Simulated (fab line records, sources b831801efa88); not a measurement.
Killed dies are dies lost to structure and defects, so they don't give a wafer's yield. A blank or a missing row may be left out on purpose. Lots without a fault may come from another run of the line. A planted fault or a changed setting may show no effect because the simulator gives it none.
fab line records | flow gf180mcu
record lots=13 wafers=39 last_day=34
route steps=602 shown POLY_GATE@174 HV_LDD@233 NSD@246 PSD@258
lots that met no fault: from a run of the same line without faults
start_h: hours from the record's first day to the start of the lot's first wafer shown | wait_h: hours since the lot's step before | " the same as in the row above | L1.1+2: a row that stands for several wafers | - no value, or no start given | * or withheld: withheld | < > ~ a bound
route shown NAME@n: a module of which the file shows steps, and the number in the route of the first | usual: mean/standard deviation of fault-free wafers | same: alike in all rows | chamber/n: place in a boat | sites: the reading at each site | _std_site: their standard deviation | _edge_site: outer sites' mean less inner sites' | radius_mm: how far each site lies from the wafer's centre | mask NAME#n: copy n | behind: the tool/chamber that last shaped the wafer | hold: why the lot was held/for how many hours/how that ended | device: the transistor (n, p or np) that didn't switch | end of line: the same wafers' tests at the end of the route | a step without rows: its recipe alone | killed: dies lost to structure and defects at the first sort, not the wafer's yield | map: a wafer's dies, x killed, . not, _ none there
set.NAME: the setting as run; set.NAME@STEP: as run at that earlier step | model.NAME: the simulator's own value behind a step, which no gauge read
steps of the route over a sample of lots; a table a step, a row a wafer
services: from which hour (start_h, from the record's first day; less than 0 if before it) a tool's chamber was out of use, for how many hours, and why
## steps
# step GF_POLY_GATE_THK_MEAS_17
# recipe reads=SiO2_of_POLY_GATE_OXIDATION_16
# usual POLY_GATE_OXIDATION_THK=3.99/0.087
# columns lot.wafer tool chamber start_h wait_h POLY_GATE_OXIDATION_THK[nm]
L835.3 film_metro-01 - 194.04 0.0 4.01
L835.5 " - " " 3.96
L835.6 " - " " 3.93
L836.2 film_metro-01 - 205.59 0.0 3.96
L836.3 " - " " 4.00
L836.5 " - " " 4.07
L837.4 film_metro-02 - 211.74 0.0 4.05
L837.5 " - " " 4.04
L837.6 " - " " 4.06
L838.1 film_metro-01 - 217.10 0.0 3.80
L838.2 " - " " 3.90
L838.5 " - " " 3.87
L839.1 film_metro-03 - 228.60 0.0 4.07
L839.3 " - " " 4.11
L839.5 " - " " 4.10
L848.2 film_metro-01 - 294.73 0.0 4.01
L848.3 " - " " 4.04
L848.5 " - " " 4.11
L850.1 film_metro-02 - 302.76 0.0 4.00
L850.2 " - " " 3.95
L850.6 " - " " 3.99
L851.1 film_metro-02 - 309.15 0.0 4.05
L851.2 " - " " 4.06
L851.6 " - " " 3.95
L852.4 film_metro-02 - 334.80 0.0 3.96
L852.5 " - " " 3.89
L852.6 " - " " 3.90
L855.2 film_metro-02 - 343.90 0.0 4.07
L855.3 " - " " 4.01
L855.6 " - " " 4.06
L856.1 film_metro-02 - 345.14 0.0 3.98
L856.4 " - " " 4.01
L856.6 " - " " 3.98
L857.1 film_metro-02 - 362.36 0.0 3.85
L857.2 " - " " 4.00
L857.6 " - " " 3.86
L858.1 film_metro-02 - 374.80 0.0 3.83
L858.2 " - " " 3.75
L858.4 " - " " 3.71
# step GF_HV_LDD_THK_MEAS_57
# recipe reads=Si3N4_of_HV_LDD_CVD_56
# usual HV_LDD_CVD_56_THK=90.0/0.96
# columns lot.wafer tool chamber start_h wait_h HV_LDD_CVD_56_THK[nm]
L835.3 film_metro-03 - 271.43 0.0 89.1
L835.5 " - " " 88.6
L835.6 " - " " 90.2
L836.2 film_metro-01 - 285.13 0.0 87.6
L836.3 " - " " 88.2
L836.5 " - " " 88.4
L837.4 film_metro-04 - 289.00 0.0 89.9
L837.5 " - " " 89.6
L837.6 " - " " 89.7
L838.1 film_metro-04 - 297.95 0.0 88.5
L838.2 " - " " 89.5
L838.5 " - " " 89.2
L839.1 film_metro-03 - 310.36 0.0 89.8
L839.3 " - " " 89.9
L839.5 " - " " 90.2
L848.2 film_metro-04 - 385.76 0.0 90.8
L848.3 " - " " 90.9
L848.5 " - " " 91.7
L850.1 film_metro-04 - 393.33 0.0 89.9
L850.2 " - " " 90.1
L850.6 " - " " 89.3
L851.1 film_metro-01 - 399.64 0.0 89.9
L851.2 " - " " 90.9
L851.6 " - " " 90.2
L852.4 film_metro-01 - 429.81 0.0 90.0
L852.5 " - " " 90.7
L852.6 " - " " 90.2
L855.2 film_metro-03 - 438.73 0.0 89.3
L855.3 " - " " 90.0
L855.6 " - " " 89.9
L856.1 film_metro-03 - 441.23 0.0 91.1
L856.4 " - " " 90.8
L856.6 " - " " 90.8
L857.1 film_metro-03 - 459.29 0.1 91.0
L857.2 " - " " 89.3
L857.6 " - " " 89.4
L858.1 film_metro-04 - 473.72 0.0 92.1
L858.2 " - " " 92.1
L858.4 " - " " 92.1
# step GF_NSD_STRIP_11
# recipe chemistry=O2/N2 power_w=1400 pressure_mtorr=1500 platen_temp_c=250 o2_flow_sccm=3000 n2_flow_sccm=300 overash_fraction=0.5
# usual drypump_motor_current_A=5.9/0.51 heater_power_w=333/34 oes_product_au=0.487/0.0045 strip_time_to_endpoint_s=22.950/0.028
# columns lot.wafer tool chamber start_h wait_h drypump_motor_current_A heater_power_w oes_product_au rf_hours_counter_h strip_time_to_endpoint_s
L835.3 plasma_asher-01 0 291.94 0.1 6.4 294 0.481 - 22.995
L835.5 " 1 " " 6.1 326 0.488 - 22.969
L835.6 " 0 " " 6.4 291 0.492 - 22.924
L836.2 plasma_asher-04 0 305.66 0.1 5.8 353 0.482 51 22.956
L836.3 " 0 " " 5.8 353 0.487 - 22.922
L836.5 " 0 " " 5.8 358 0.483 - 22.953
L837.4 plasma_asher-01 0 310.11 0.1 6.4 295 0.490 - 22.954
L837.5 " 1 " " 6.1 334 0.481 - 22.974
L837.6 " 0 " " 6.4 293 0.490 - 22.972
L838.1 plasma_asher-01 0 318.80 0.1 6.4 291 0.577 69 -
L838.2 " 1 " " 6.1 328 0.572 69 -
L838.5 " 1 " " 6.1 333 0.580 - -
L839.1 plasma_asher-04 0 331.96 0.1 5.8 349 0.485 52 22.926
L839.3 " 1 " " 5.1 319 0.490 - 22.910
L839.5 " 1 " " 5.1 329 0.485 - 22.951
L848.2 plasma_asher-01 0 408.61 0.1 6.4 291 0.484 79 22.922
L848.3 " 1 " " 6.1 331 0.488 - 22.938
L848.5 " 1 " " 6.1 318 0.483 - 22.942
L850.1 plasma_asher-01 0 417.17 0.1 6.4 293 0.482 80 22.942
L850.2 " 1 " " 6.1 327 0.490 80 22.934
L850.6 " 0 " " 6.4 297 0.488 - 23.001
L851.1 plasma_asher-04 1 423.11 0.1 5.1 334 0.480 62 22.886
L851.2 " 0 " " 5.8 357 0.485 62 22.942
L851.6 " 1 " " 5.1 321 0.488 - 22.874
L852.4 plasma_asher-02 1 454.13 0.1 5.5 298 0.488 - 22.946
L852.5 " 1 " " 5.5 298 0.489 - 22.969
L852.6 " 0 " " 6.5 382 0.488 - 22.938
L855.2 plasma_asher-04 0 463.36 0.1 5.8 363 0.493 66 23.023
L855.3 " 1 " " 5.1 325 0.491 - 22.998
L855.6 " 1 " " 5.0 317 0.488 - 22.966
L856.1 plasma_asher-02 0 465.61 0.1 6.5 386 0.485 37 22.994
L856.4 " 1 " " 5.5 301 0.490 - 22.983
L856.6 " 0 " " 6.5 398 0.490 - 22.999
L857.1 plasma_asher-01 1 483.26 0.1 6.1 332 0.485 6 22.915
L857.2 " 0 " " 6.4 302 0.491 6 22.946
L857.6 " 0 " " 6.4 292 0.490 - 22.962
L858.1 plasma_asher-02 0 497.41 0.1 6.5 385 0.485 40 23.005
L858.2 " 1 " " 5.5 296 0.489 40 22.952
L858.4 " 1 " " 5.5 302 0.488 - 22.955
# step GF_NSD_TW_MEAS_12
# usual NSD_TW=4220/19
# columns lot.wafer tool chamber start_h wait_h NSD_TW
L835.3 film_metro-02 - 292.03 0.1 4226
L835.5 " - " " 4255
L835.6 " - " " 4230
L836.2 film_metro-01 - 305.77 0.1 4260
L836.3 " - " " 4248
L836.5 " - " " 4226
L837.4 film_metro-01 - 310.20 0.1 4229
L837.5 " - " " 4231
L837.6 " - " " 4237
L838.1 film_metro-04 - 318.90 0.1 4233
L838.2 " - " " 4232
L838.5 " - " " 4235
L839.1 film_metro-01 - 332.06 0.1 4255
L839.3 " - " " 4256
L839.5 " - " " 4246
L848.2 film_metro-01 - 408.72 0.1 4218
L848.3 " - " " 4185
L848.5 " - " " 4242
L850.1 film_metro-01 - 417.27 0.1 4226
L850.2 " - " " 4199
L850.6 " - " " 4221
L851.1 film_metro-01 - 423.21 0.1 4213
L851.2 " - " " 4222
L851.6 " - " " 4211
L852.4 film_metro-04 - 454.23 0.1 4234
L852.5 " - " " 4241
L852.6 " - " " 4223
L855.2 film_metro-02 - 463.51 0.1 4199
L855.3 " - " " 4201
L855.6 " - " " 4194
L856.1 film_metro-04 - 465.71 0.1 4189
L856.4 " - " " 4200
L856.6 " - " " 4204
L857.1 film_metro-02 - 483.36 0.1 4238
L857.2 " - " " 4237
L857.6 " - " " 4242
L858.1 film_metro-02 - 497.51 0.1 4218
L858.2 " - " " 4234
L858.4 " - " " 4211
# step GF_PSD_STRIP_10
# recipe chemistry=O2/N2 power_w=1400 pressure_mtorr=1500 platen_temp_c=250 o2_flow_sccm=3000 n2_flow_sccm=300 overash_fraction=0.5
# usual drypump_motor_current_A=5.8/0.5 heater_power_w=345/28 oes_product_au=0.592/0.0043 strip_time_to_endpoint_s=16.54/0.034
# columns lot.wafer tool chamber start_h wait_h drypump_motor_current_A heater_power_w oes_product_au rf_hours_counter_h strip_time_to_endpoint_s
L835.3 plasma_asher-03 1 312.70 0.1 5.6 363 0.597 - 16.57
L835.5 " 0 " " 6.3 356 0.585 - 16.58
L835.6 " 1 " " 5.6 357 0.590 - 16.56
L836.2 plasma_asher-03 0 327.41 0.1 6.4 339 0.598 66 16.62
L836.3 " 1 " " 5.7 358 0.597 - 16.59
L836.5 " 0 " " 6.3 348 0.594 - 16.61
L837.4 plasma_asher-03 1 331.45 0.1 5.6 359 0.597 - 16.48
L837.5 " 1 " " 5.7 359 0.591 - 16.51
L837.6 " 0 " " 6.4 353 0.592 - 16.49
L838.1 plasma_asher-02 1 340.26 0.1 5.5 301 0.609 23 18.85
L838.2 " 0 " " 6.5 375 0.602 23 18.87
L838.5 " 0 " " 6.5 380 0.605 - 18.90
L839.1 plasma_asher-04 0 353.41 0.1 5.8 352 0.601 54 16.57
L839.3 " 0 " " 5.8 345 0.597 - 16.54
L839.5 " 1 " " 5.1 331 0.592 - 16.56
L848.2 plasma_asher-02 0 432.96 0.1 6.5 388 0.590 33 16.57
L848.3 " 0 " " 6.5 387 0.597 - 16.55
L848.5 " 0 " " 6.5 392 0.583 - 16.55
L850.1 plasma_asher-03 0 441.02 0.1 6.3 346 0.597 77 16.57
L850.2 " 1 " " 5.6 364 0.592 77 16.55
L850.6 " 0 " " 6.3 352 0.596 - 16.50
L851.1 plasma_asher-02 0 446.51 0.1 6.5 390 0.589 35 16.45
L851.2 " 1 " " 5.5 297 0.596 35 16.51
L851.6 " 0 " " 6.6 377 0.594 - 16.50
L852.4 plasma_asher-04 0 478.71 0.1 5.8 350 0.589 - 16.49
L852.5 " 1 " " 5.1 329 0.591 - 16.51
L852.6 " 0 " " 5.8 359 0.585 - 16.53
L855.2 plasma_asher-03 1 487.66 0.1 5.7 358 0.587 82 16.53
L855.3 " 0 " " 6.4 348 0.591 - 16.54
L855.6 " 0 " " 6.4 358 0.594 - 16.53
L856.1 plasma_asher-04 0 489.66 0.1 5.8 353 0.591 68 16.52
L856.4 " 0 " " 5.8 354 0.584 - 16.59
L856.6 " 1 " " 5.0 318 0.596 - 16.53
L857.1 plasma_asher-03 1 506.76 0.1 5.7 361 0.586 84 16.57
L857.2 " 0 " " 6.3 348 0.592 84 16.55
L857.6 " 0 " " 6.3 344 0.587 - 16.52
L858.1 plasma_asher-04 1 520.41 0.1 5.1 330 0.589 72 16.54
L858.2 " 0 " " 5.8 354 0.589 72 16.48
L858.4 " 0 " " 5.8 358 0.591 - 16.54
# step GF_PSD_TW_MEAS_11
# usual PSD_TW=3159/13
# columns lot.wafer tool chamber start_h wait_h PSD_TW
L835.3 film_metro-04 - 312.78 0.1 3164
L835.5 " - " " 3174
L835.6 " - " " 3175
L836.2 film_metro-02 - 327.52 0.1 3156
L836.3 " - " " 3179
L836.5 " - " " 3175
L837.4 film_metro-04 - 331.54 0.1 3142
L837.5 " - " " 3165
L837.6 " - " " 3140
L838.1 film_metro-04 - 340.36 0.1 30
L838.2 " - " " 30
L838.5 " - " " 30
L839.1 film_metro-04 - 353.51 0.1 3159
L839.3 " - " " 3168
L839.5 " - " " 3154
L848.2 film_metro-04 - 433.07 0.1 3169
L848.3 " - " " 3150
L848.5 " - " " 3157
L850.1 film_metro-04 - 441.12 0.1 3145
L850.2 " - " " 3149
L850.6 " - " " 3160
L851.1 film_metro-04 - 446.61 0.1 3148
L851.2 " - " " 3138
L851.6 " - " " 3145
L852.4 film_metro-04 - 478.81 0.1 3137
L852.5 " - " " 3148
L852.6 " - " " 3147
L855.2 film_metro-02 - 487.77 0.1 3156
L855.3 " - " " 3179
L855.6 " - " " 3153
L856.1 film_metro-02 - 489.76 0.1 3165
L856.4 " - " " 3152
L856.6 " - " " 3167
L857.1 film_metro-04 - 506.89 0.1 3149
L857.2 " - " " 3138
L857.6 " - " " 3160
L858.1 film_metro-02 - 520.51 0.1 3158
L858.2 " - " " 3145
L858.4 " - " " 3154
## services
# columns tool chamber start_h hours kind
plasma_asher-01 - 288.54 0.9 repair
plasma_asher-02 - 297.51 0.6 repair
plasma_asher-04 - 308.55 14.6 pm
plasma_asher-02 - 315.76 1.6 repair
plasma_asher-02 - 325.43 2.8 pm
plasma_asher-03 - 397.30 0.8 repair
plasma_asher-01 - 421.25 9.0 pm
plasma_asher-01 0 421.25 9.0 vent_cycle
plasma_asher-01 1 421.25 9.0 vent_cycle
plasma_asher-01 0 430.25 - clean
plasma_asher-01 1 430.25 - clean
plasma_asher-04 - 457.45 0.4 repair
## key
first_sign step=GF_NSD_STRIP_11 reading=oes_product_au direction=up sigmas=20 usual=0.487 struck=0.576
effect step=GF_PSD_STRIP_10 reading=strip_time_to_endpoint_s direction=up sigmas=69 usual=* struck=*
effect step=GF_PSD_TW_MEAS_11 reading=PSD_TW direction=down sigmas=99+ usual=3159 struck=30
met_at GF_NSD_STRIP_11
struck_lots L838
sort_left_out L838.1,L838.2,L838.5
tester_left_out L838
not_acting_at GF_POLY_GATE_THK_MEAS_17,GF_HV_LDD_THK_MEAS_57,GF_NSD_TW_MEAS_12
onset_between 310.11 318.80
fault kind=strip_aborted tool=plasma_asher-01 chamber=- onset_h=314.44 steps=GF_NSD_STRIP_11 offset=0.39976 end_h=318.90
# tester_left_out: of these lots the tester's yield and bins aren't shown, on N5 and GAA mostly nor the transistor test; their killed dies are dies lost to structure and defects alone, not to doping, threshold or leakage, so they don't give the yield
# sort_left_out: the simulated sort isn't trusted on such a fault, so these wafers' sort isn't shown, and their yield isn't known
